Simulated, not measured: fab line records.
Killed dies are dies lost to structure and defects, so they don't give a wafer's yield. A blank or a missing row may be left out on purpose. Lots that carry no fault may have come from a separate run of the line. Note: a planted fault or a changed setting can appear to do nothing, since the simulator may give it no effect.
Chamber matching | flow gf180mcu | pecvd-03 running GF_CONTACT_CVD_02: 3 sister chambers
The step deposits SiO2 from TEOS, target thk 860 nm, time 95.992 s. 3 wafers are shown with their chamber, then 7 later ones without.

## EACH WAFER AND ITS CHAMBER
wafer  | chamber | heater_power_w (W)
L075.1 | 2       | 696
L080.4 | 0       | 636
L080.5 | 1       | 711

## WAFERS MISSING THEIR CHAMBER
wafer  | heater_power_w (W)
L080.6 | 723
L081.1 | 665
L081.3 | 786
L081.5 | 624
L097.2 | 794
L097.4 | 709
L097.6 | 620

## EACH ONE'S CHAMBER
wafer  | from the rows above          | in truth
L080.6 | can't be placed: 1 or 2 or 0 | 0
L081.1 | can't be placed: 0 or 2 or 1 | 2
L081.3 | can't be placed: 1 or 2 or 0 | 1
L081.5 | can't be placed: 0 or 2 or 1 | 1
L097.2 | can't be placed: 1 or 2 or 0 | 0
L097.4 | can't be placed: 1 or 2 or 0 | 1
L097.6 | can't be placed: 0 or 2 or 1 | 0
0 of 7 placed correctly. Cannot be placed on the basis of these rows: 7; the candidates contain the true chamber in 7. Wrongly placed: 0.
How it was worked out, from the rows above alone: a wafer's distance from a chamber is the root of the sum, over the readings, of the square of ((its reading less the chamber's mean) divided by the reading's scatter). If the next closest chamber is less than 2 further off than the closest, the wafer can't be placed; otherwise it belongs to the closest. The mean given for a chamber averages the wafers shown for that chamber. The scatter: root of mean squared gap, hidden wafer to nearest shown wafer, with one shown wafer a chamber.
